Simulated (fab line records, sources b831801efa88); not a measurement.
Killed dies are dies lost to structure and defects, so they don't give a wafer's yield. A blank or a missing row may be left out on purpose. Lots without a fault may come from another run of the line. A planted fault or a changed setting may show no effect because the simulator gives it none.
One fault seen from 2 desks | flow sky130 | each desk has only its own numbers; what lay behind them comes last

THE TOOL OWNER'S DESK: implanter-03
The tool's own readings at SKY_VT_ADJUST_HVTP_IMPLANT_09: means of the sampled wafers that have a number, for each lot that ran on this tool. A lot is out of limits, marked OUT, if its mean lies more than 4 standard deviations from the usual mean; the brackets give that distance.
Columns: A = dose_ions_cm2 at SKY_VT_ADJUST_HVTP_IMPLANT_09, usual 4.3e+12; B = faraday_current_uA at SKY_VT_ADJUST_HVTP_IMPLANT_09, usual 24.2
lot  | first seen here | A                 | B
L852 | day 5 22:50     | 4.3e+12           | 23.8
L858 | day 8 06:56     | 4.3e+12           | 24.3
L864 | day 9 09:42     | 3.9e+12 (-95) OUT | 21.9 (-4.3) OUT
L866 | day 9 19:03     | 3.9e+12 (-94) OUT | 21.7 (-4.8) OUT
L867 | day 10 04:56    | 3.9e+12 (-96) OUT | 21.9 (-4.4) OUT
This desk's finding: out of limits on L864, L866, L867; first on L864, day 9 09:42 (dose_ions_cm2 at SKY_VT_ADJUST_HVTP_IMPLANT_09). In limits: L852, L858.

THE METROLOGY DESK
What the gauges read, lot by lot, whatever tool the lot ran on: means of the sampled wafers that have a number. A lot is out of limits, marked OUT, if its mean lies more than 4 standard deviations from the usual mean; the brackets give that distance.
Columns: A = VT_ADJUST_HVTP_TW at SKY_VT_ADJUST_HVTP_TW_MEAS_11, usual 1363; B = POLY_GATE_OXIDATION_THK at SKY_POLY_GATE_THK_MEAS_21, usual 3.96 nm; C = LI_CONTACT_HDPCVD_THK at SKY_LI_CONTACT_THK_MEAS_01, usual 929 nm
lot  | first seen here | A               | B    | C
L852 | day 5 23:05     | 1359            | 4.05 | 931
L854 | day 6 11:20     | 1354            | 3.97 | 926
L855 | day 7 18:39     | 1354            | 3.93 | 920
L857 | day 8 01:28     | 1362            | 4.02 | 922
L856 | day 8 02:31     | 1361            | 3.93 | 924
L858 | day 8 07:11     | 1373            | 3.85 | 931
L864 | day 9 09:57     | 1333            | 3.92 | 934
L866 | day 9 19:18     | 1329            | 3.96 | 931
L867 | day 10 05:11    | 1318 (-5.2) OUT | 3.99 | 924
L868 | day 10 07:02    | 1367            | 3.97 | 929
L870 | day 10 19:40    | 1356            | 3.97 | 922
L872 | day 11 12:48    | 1368            | 4.02 | 931
L875 | day 12 03:39    | 1368            | 3.93 | 931
This desk's finding: out of limits on L867; first on L867, day 10 05:11 (VT_ADJUST_HVTP_TW at SKY_VT_ADJUST_HVTP_TW_MEAS_11). In limits: L852, L854, L855, L857, L856, L858, L864, L866, L868, L870, L872, L875.

PUT TOGETHER
The tool owner's desk could have raised an alarm at day 9 09:42, on L864, L866, L867.
The metrology desk could have raised an alarm at day 10 05:11, on L867.
The metrology desk has L864, L866 on record, within its limits.
Of the lots named, all ran SKY_VT_ADJUST_HVTP_IMPLANT_09 on implanter-03.

WHAT THE SIMULATOR HAD PUT IN
Process parameter drift: implanter-03, from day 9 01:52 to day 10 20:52, at SKY_VT_ADJUST_HVTP_IMPLANT_09. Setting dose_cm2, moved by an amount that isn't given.
Lots struck among those shown: L864, L866, L867.
Hours from the fault's start to each desk's first reading out of limits: the tool owner's desk, 8; the metrology desk, 27.
